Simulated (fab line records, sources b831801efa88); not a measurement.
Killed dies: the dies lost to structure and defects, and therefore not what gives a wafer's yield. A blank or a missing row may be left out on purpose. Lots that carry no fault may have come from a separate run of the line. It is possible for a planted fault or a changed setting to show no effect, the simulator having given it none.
Which tool was responsible? -- flow sfqLine -- 18 wafers from 6 lots sampled at 2 of the route's 325 steps

WHAT THE GAUGES READ, wafer by wafer
SFQ_M3_RS_MEAS_919: the measuring method here is four-point-probe.
lot,measured,on,M3_NB_RS (ohm/sq)
L750,day 30 19:52,filmMetro-01,0.870 0.875 0.873
L752,day 31 09:10,filmMetro-04,0.877 0.878 0.892
L755,day 33 04:22,filmMetro-04,0.886 0.886 0.878
L757,day 33 23:34,filmMetro-01,0.885 0.890 0.880
L759,day 35 08:05,filmMetro-01,0.890 0.884 0.887
L770,day 38 01:53,filmMetro-04,0.893 0.914 0.888

TOOL THAT RAN EACH LOT (tool first, then ch and the chambers of the sampled wafers, then the start)
lot,SFQ_TRILAYER_M3_DEP_SPUTTER_073
L750,"pvdSputter-03, day 30 19:44"
L752,"pvdSputter-03, day 31 09:03"
L755,"pvdSputter-06, day 33 04:15"
L757,"pvdSputter-03, day 33 23:27"
L759,"pvdSputter-06, day 35 07:59"
L770,"pvdSputter-05, day 38 01:47"
- SFQ_TRILAYER_M3_DEP_SPUTTER_073: material Nb, target thk 200 nm, time 133.3 s.

THE ANSWER, worked out from the rows above alone
Rule: the lots themselves supply what counts as usual. Put in order of their means at a reading, lots are off if they are a third of the lots or fewer, leave a main group of 4 or more, and stand apart from it by a gap of 3 or more times the standard deviation of the main group's means; of several such gaps the widest counts. The tables above print the reading to a certain number of digits; a main group whose means all agree to those digits is not used. A lot without any number at a reading at which 4 lots or more have one is off too. The other lots that the step has rows for count as sound.
Nothing can be told from this: no lot is off at any reading shown.

WHAT THE SIMULATOR PUT IN
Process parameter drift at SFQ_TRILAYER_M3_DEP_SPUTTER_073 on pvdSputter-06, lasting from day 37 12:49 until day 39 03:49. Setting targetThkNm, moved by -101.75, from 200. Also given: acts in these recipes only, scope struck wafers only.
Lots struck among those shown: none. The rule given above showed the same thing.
